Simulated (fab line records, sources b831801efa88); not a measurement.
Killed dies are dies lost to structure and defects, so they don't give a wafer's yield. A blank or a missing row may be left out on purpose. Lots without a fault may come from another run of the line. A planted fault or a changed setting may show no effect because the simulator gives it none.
Chamber matching | flow sky130 | SKY_POLY_GATE_ETCH_16 on rie_diel-02: 4 sister chambers
The step etches Si3N4 in CH3F/O2, stops on poly-Si, time 147.5 s, target depth 75 nm. 18 wafers are shown with their chamber, then 9 later ones without.

WAFERS WITH THEIR CHAMBER
wafer  | chamber | drypump_motor_current_A (A) | throttle_valve_pct (%) | oes_product_au (a.u.)
L079.2 | 2       | 5.7                         | 10.538                 | 0.645
L079.5 | 2       | 5.7                         | 10.521                 | 0.650
L079.6 | 3       | 6.3                         | 10.517                 | 0.636
L080.2 | 2       | 5.7                         | 10.530                 | 0.645
L080.4 | 1       | 5.6                         | 10.530                 | 0.634
L080.6 | 0       | 6.2                         | 10.536                 | 0.644
L083.1 | 0       | 6.2                         | 10.547                 | 0.639
L083.3 | 3       | 6.3                         | 10.533                 | 0.645
L083.5 | 1       | 5.6                         | 10.536                 | 0.644
L086.1 | 3       | 6.3                         | 10.516                 | 0.653
L086.4 | 2       | 5.7                         | 10.544                 | 0.648
L086.5 | 2       | 5.6                         | 10.537                 | 0.643
L088.2 | 1       | 5.6                         | 10.542                 | 0.636
L088.3 | 2       | 5.6                         | 10.545                 | 0.640
L088.5 | 2       | 5.7                         | 10.519                 | 0.640
L091.1 | 1       | 5.5                         | 10.552                 | 0.638
L091.4 | 0       | 6.2                         | 10.527                 | 0.639
L091.5 | 2       | 5.7                         | 10.538                 | 0.631

SIGNATURES (means of the wafers above)
reading                 | chamber 0 | chamber 1 | chamber 2 | chamber 3 | scatter within a chamber
drypump_motor_current_A | 6.200     | 5.575     | 5.675     | 6.300     | 0.0401
throttle_valve_pct      | 10.53667  | 10.54000  | 10.53400  | 10.52200  | 0.00971
oes_product_au          | 0.64067   | 0.63800   | 0.64275   | 0.64467   | 0.00574
Rule: a wafer's distance from a chamber is the root of the sum, over the readings, of the square of ((its reading less the chamber's mean) divided by the reading's scatter). The wafer belongs to the nearest chamber; if the next one is less than 2 further off, it can't be placed. The scatter: the root of (the sum of the squares of (reading less its chamber's mean) over the shown wafers, divided by (wafers less chambers)).

WAFERS WITHOUT THEIR CHAMBER
wafer  | drypump_motor_current_A (A) | throttle_valve_pct (%) | oes_product_au (a.u.)
L093.2 | 5.6                         | 10.530                 | 0.634
L093.4 | 5.7                         | 10.528                 | 0.639
L093.6 | 5.7                         | 10.542                 | 0.638
L096.1 | 5.7                         | 10.537                 | 0.639
L096.3 | 6.3                         | 10.535                 | 0.633
L096.6 | 5.6                         | 10.538                 | 0.640
L097.4 | 5.6                         | 10.524                 | 0.644
L097.5 | 6.3                         | 10.554                 | 0.641
L097.6 | 5.7                         | 10.539                 | 0.643

WHICH CHAMBER EACH WENT THROUGH
wafer  | from the rows above     | in truth
L093.2 | can't be placed: 1 or 2 | 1
L093.4 | 2                       | 2
L093.6 | can't be placed: 2 or 1 | 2
L096.1 | 2                       | 2
L096.3 | can't be placed: 3 or 0 | 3
L096.6 | can't be placed: 1 or 2 | 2
L097.4 | can't be placed: 1 or 2 | 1
L097.5 | can't be placed: 0 or 3 | 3
L097.6 | 2                       | 2
Placed correctly: 3 of 9. Can't be placed from these rows: 6 (the true chamber is among the candidates in 6). Placed wrongly: 0.
